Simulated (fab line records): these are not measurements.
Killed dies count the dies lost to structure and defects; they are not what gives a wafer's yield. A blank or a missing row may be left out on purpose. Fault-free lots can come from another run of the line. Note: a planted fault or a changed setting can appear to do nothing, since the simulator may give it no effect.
Which tool was responsible? + flow sky130 + 12 lots, 36 wafers sampled, at 6 steps of a route of 708

== WHAT THE GAUGES READ, wafer by wafer ==
SKY_PWDE_OVL_MEAS_07. Usual: PWDE_OVL typically reads 1.1 nm, with standard deviation 1.4.
| lot  | measured    | on         | PWDE_OVL (nm)  | flag |
|------|-------------|------------|----------------|------|
| L268 | day 4 00:48 | overlay-02 | 3.2 2.3 1.9    |      |
| L267 | day 4 01:09 | overlay-01 | 1.9 1.7 2.0    |      |
| L269 | day 4 06:19 | overlay-01 | -0.7 -0.2 -0.5 |      |
| L274 | day 5 13:40 | overlay-02 | 3.6 2.9 3.1    |      |
| L276 | day 6 00:49 | overlay-02 | 3.0 2.3 1.9    |      |
| L277 | day 6 04:30 | overlay-01 | 1.2 1.6 1.3    |      |
| L278 | day 6 11:25 | overlay-01 | 1.5 2.8 0.6    |      |
| L279 | day 6 18:06 | overlay-01 | 1.1 1.9 0.9    |      |
| L283 | day 7 22:25 | overlay-01 | -0.4 -0.5 -0.3 |      |
| L285 | day 8 06:06 | overlay-01 | 0.9 -0.4 0.6   |      |
| L286 | day 8 12:36 | overlay-01 | -0.7 0.1 -0.1  |      |
| L288 | day 8 18:27 | overlay-02 | 2.9 3.3 3.8    |      |

SKY_PWDE_TW_MEAS_10. Usual: PWDE_TW typically reads 375.5, with standard deviation 2.3.
| lot  | measured    | on            | PWDE_TW           | flag |
|------|-------------|---------------|-------------------|------|
| L268 | day 4 01:06 | film metro-03 | 379.9 377.1 377.4 |      |
| L267 | day 4 01:26 | film metro-03 | 376.9 377.7 378.2 |      |
| L269 | day 4 06:36 | film metro-03 | 376.7 378.3 377.5 |      |
| L274 | day 5 13:58 | film metro-02 | 373.9 375.9 374.5 |      |
| L276 | day 6 01:07 | film metro-02 | 373.4 376.3 372.9 |      |
| L277 | day 6 04:47 | film metro-02 | 375.8 375.2 375.7 |      |
| L278 | day 6 11:42 | film metro-03 | 375.8 376.1 376.7 |      |
| L279 | day 6 18:23 | film metro-02 | 377.4 376.1 374.8 |      |
| L283 | day 7 22:42 | film metro-03 | 377.5 376.7 375.6 |      |
| L285 | day 8 06:23 | film metro-04 | 371.5 372.9 371.2 |      |
| L286 | day 8 12:53 | film metro-03 | 379.3 377.1 377.3 |      |
| L288 | day 8 18:44 | film metro-04 | 371.7 372.6 372.2 |      |

SKY_NWELL_OVL_MEAS_10. Usual: NWELL_00_OVL typically reads 0.6 nm, with standard deviation 1.5.
| lot  | measured    | on         | NWELL_00_OVL (nm) | flag |
|------|-------------|------------|-------------------|------|
| L268 | day 4 18:03 | overlay-01 | 0.0 -0.6 1.2      |      |
| L267 | day 4 18:09 | overlay-02 | 1.1 2.2 2.2       |      |
| L269 | day 4 22:51 | overlay-01 | -1.7 -1.4 0.3     |      |
| L274 | day 6 08:37 | overlay-02 | 1.6 0.6 -0.3      |      |
| L276 | day 6 18:55 | overlay-01 | - - -             | OFF  |
| L277 | day 6 22:10 | overlay-01 | - - -             | OFF  |
| L278 | day 7 06:33 | overlay-02 | - - -             | OFF  |
| L279 | day 7 13:24 | overlay-01 | 1.0 1.5 0.5       |      |
| L283 | day 8 18:52 | overlay-02 | 1.2 -1.0 -0.7     |      |
| L285 | day 9 02:58 | overlay-01 | 1.7 0.9 -0.2      |      |
| L286 | day 9 10:15 | overlay-02 | -0.4 -1.0 -0.1    |      |
| L288 | day 9 15:09 | overlay-02 | 2.3 3.2 5.1       |      |

SKY_NWELL_TW_MEAS_26. Usual: NWELL_2_TW typically reads 499.7, with standard deviation 2.7.
| lot  | measured     | on            | NWELL_2_TW           | flag |
|------|--------------|---------------|----------------------|------|
| L268 | day 5 12:29  | film metro-02 | 499.3 496.2 498.7    |      |
| L267 | day 5 12:32  | film metro-03 | 500.9 501.5 500.8    |      |
| L269 | day 5 16:14  | film metro-03 | 499.7 502.2 500.9    |      |
| L274 | day 7 03:12  | film metro-03 | 506.3 501.4 504.3    |      |
| L276 | day 7 15:00  | film metro-03 | 1850.8 1838.1 1856.7 | OFF  |
| L277 | day 7 19:00  | film metro-03 | 1847.8 1833.1 1863.3 | OFF  |
| L278 | day 8 03:50  | film metro-02 | 1843.5 1842.2 1847.0 | OFF  |
| L279 | day 8 10:07  | film metro-02 | 500.9 500.2 497.2    |      |
| L283 | day 9 15:48  | film metro-03 | 504.3 504.4 501.5    |      |
| L285 | day 9 23:29  | film metro-02 | 500.3 499.1 499.8    |      |
| L286 | day 10 07:57 | film metro-03 | 498.6 497.5 497.9    |      |
| L288 | day 10 12:51 | film metro-02 | 497.8 497.2 497.2    |      |

== TOOL THAT RAN EACH LOT (tool first, then ch and the chambers of the sampled wafers, then the start) ==
| lot  | SKY_PWDE_STRIP_09                   | SKY_NWELL_COAT_05                |
|------|-------------------------------------|----------------------------------|
| L268 | plasma asher-02 ch 1, day 4 00:59   | litho track-02 ch 0, day 4 09:10 |
| L267 | plasma asher-04 ch 0,1, day 4 01:20 | litho track-04 ch 0, day 4 09:36 |
| L269 | plasma asher-04 ch 0,1, day 4 06:30 | litho track-02 ch 0, day 4 14:31 |
| L274 | plasma asher-02 ch 0,1, day 5 13:52 | litho track-03 ch 0, day 5 23:06 |
| L276 | plasma asher-03 ch 0,1, day 6 01:01 | litho track-04, day 6 09:39      |
| L277 | plasma asher-04 ch 0, day 6 04:41   | litho track-03, day 6 12:57      |
| L278 | plasma asher-03 ch 0,1, day 6 11:36 | litho track-03, day 6 21:03      |
| L279 | plasma asher-04 ch 0, day 6 18:17   | litho track-04 ch 0, day 7 02:45 |
| L283 | plasma asher-03 ch 0,1, day 7 22:37 | litho track-04 ch 0, day 8 08:12 |
| L285 | plasma asher-02 ch 0, day 8 06:17   | litho track-03 ch 0, day 8 16:55 |
| L286 | plasma asher-02 ch 0,1, day 8 12:47 | litho track-03 ch 0, day 8 23:12 |
| L288 | plasma asher-02 ch 0,1, day 8 18:38 | litho track-04 ch 0, day 9 05:01 |
- SKY_PWDE_STRIP_09: strips in O2/N2.
- SKY_NWELL_COAT_05: resist thk 3000 nm.

== AS READ BY THE TOOLS THEMSELVES (means over the sampled wafers that have a number; for cases with no such wafer, the mark the record gives instead) ==
SKY_PWDE_STRIP_09. Usual: drypump motor current A 5.9 A, standard deviation 0.35; oes product au 0.723 a.u., standard deviation 0.0042; strip time to endpoint s 36.93 s, standard deviation 0.11.
| lot  | tool            | drypump motor current A (A) | oes product au (a.u.) | strip time to endpoint s (s) | flag |
|------|-----------------|-----------------------------|-----------------------|------------------------------|------|
| L268 | plasma asher-02 | 5.7                         | 0.726                 | 36.82                        |      |
| L267 | plasma asher-04 | 6.0                         | 0.722                 | 37.00                        |      |
| L269 | plasma asher-04 | 6.0                         | 0.724                 | 36.99                        |      |
| L274 | plasma asher-02 | 5.9                         | 0.721                 | 36.94                        |      |
| L276 | plasma asher-03 | 5.7                         | 0.719                 | 36.93                        |      |
| L277 | plasma asher-04 | 5.4                         | 0.727                 | 37.09                        |      |
| L278 | plasma asher-03 | 5.7                         | 0.729                 | 36.95                        |      |
| L279 | plasma asher-04 | 5.4                         | 0.718                 | 36.97                        |      |
| L283 | plasma asher-03 | 5.7                         | 0.725                 | 36.98                        |      |
| L285 | plasma asher-02 | 6.1                         | 0.724                 | 37.08                        |      |
| L286 | plasma asher-02 | 6.0                         | 0.722                 | 36.97                        |      |
| L288 | plasma asher-02 | 5.9                         | 0.722                 | 36.74                        |      |

SKY_NWELL_COAT_05. Usual: chill plate temp C 22.98 C, standard deviation 0.1; dispense pressure kPa 52.8 kPa, standard deviation 1.6; exhaust pa 45.0 Pa, standard deviation 0.9.
| lot  | tool           | chill plate temp C (C) | dispense pressure kPa (kPa) | exhaust pa (Pa) | flag |
|------|----------------|------------------------|-----------------------------|-----------------|------|
| L268 | litho track-02 | 23.00                  | 53.5                        | 46.8            |      |
| L267 | litho track-04 | 22.95                  | 54.0                        | 44.5            |      |
| L269 | litho track-02 | 22.77                  | 53.5                        | 45.1            |      |
| L274 | litho track-03 | 23.15                  | 50.0                        | 45.7            |      |
| L276 | litho track-04 | -                      | -                           | -               | OFF  |
| L277 | litho track-03 | -                      | -                           | -               | OFF  |
| L278 | litho track-03 | -                      | -                           | -               | OFF  |
| L279 | litho track-04 | 22.86                  | 54.0                        | 44.2            |      |
| L283 | litho track-04 | 23.04                  | 54.0                        | 44.9            |      |
| L285 | litho track-03 | 23.02                  | 50.0                        | 44.4            |      |
| L286 | litho track-03 | 22.98                  | 50.0                        | 46.0            |      |
| L288 | litho track-04 | 22.96                  | 54.0                        | 44.5            |      |

== THE ANSWER, worked out from the rows above alone ==
Rule: take the mean of a lot's wafers that have a number; if it is more than 3 standard deviations from the usual mean, the lot is off. A lot without any number at a reading at which 4 lots or more have one is off too. Where the step has rows for the other lots, those lots are counted as sound. The gauges are gone through in route order, then the tools' own readings, and for those a lot's mean is taken as printed above. At the first step where some lot is off, the reading lying furthest off is the one used; lots without a number count as furthest.
Off: L276, L277, L278, seen at SKY_NWELL_OVL_MEAS_10 (NWELL_00_OVL). Without a number there: L276, L277, L278.
If a tool, at a process step before that reading, ran all the lots that are off and no sound lot after the first of them, it fits. The gauges at SKY_NWELL_OVL_MEAS_10 aren't tried: what is off there is off at SKY_NWELL_TW_MEAS_26 too, on other tools, and a gauge's error can't cause that. None of those tried fits.

== WHAT THE SIMULATOR HAD PUT IN ==
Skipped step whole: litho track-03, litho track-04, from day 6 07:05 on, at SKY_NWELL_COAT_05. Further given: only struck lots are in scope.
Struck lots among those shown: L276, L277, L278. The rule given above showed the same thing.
